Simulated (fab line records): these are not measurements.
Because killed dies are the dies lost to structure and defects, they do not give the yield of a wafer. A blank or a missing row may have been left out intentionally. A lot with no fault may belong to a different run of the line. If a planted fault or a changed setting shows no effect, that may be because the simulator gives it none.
Which tool did it?	flow sky130	12 lots (36 wafers sampled), 1 step of a 708-step route

WHAT EACH GAUGE READ, for each wafer
SKY_FIELD_ISO_THK_MEAS_02.
lot	measured	on	FIELD_ISO_OXIDATION_00_THK (nm)
L075	day 1 16:39	film_metro-02	11.49 11.73 11.58
L077	day 2 02:51	film_metro-02	11.85 12.00 11.86
L079	day 2 12:48	film_metro-04	12.13 12.01 11.86
L081	day 2 22:38	film_metro-01	12.14 12.40 12.12
L083	day 3 11:15	film_metro-02	12.10 12.12 12.10
L085	day 3 20:07	film_metro-01	12.17 12.08 12.28
L087	day 4 04:38	film_metro-02	12.07 12.32 11.89
L089	day 4 14:55	film_metro-01	12.01 12.05 12.12
L091	day 5 00:53	film_metro-02	11.89 11.92 11.75
L093	day 5 10:39	film_metro-04	11.78 12.03 12.06
L095	day 5 22:41	film_metro-02	11.92 12.09 12.21
L097	day 6 07:37	film_metro-04	12.10 12.10 12.17

WHICH TOOL RAN EACH LOT (tool, then ch and the chambers of the sampled wafers, then the start)
No process step before these readings appears in the record.

THE ANSWER, worked out from the rows above alone
Rule: usual is defined by the lots themselves. Put in order of their means at a reading, lots are off if they are a third of the lots or fewer, leave a main group of 4 or more, and stand apart from it by a gap of 3 or more times the standard deviation of the main group's means; of several such gaps the widest counts. A main group whose means are all the same, to the digits that the tables above print for the reading, isn't used. A lot without any number at a reading at which 4 lots or more have one is off too. The other lots that the step has rows for count as sound.
Nothing can be told from this: no lot is off at any reading shown.

WHAT THE SIMULATOR HAD PUT IN
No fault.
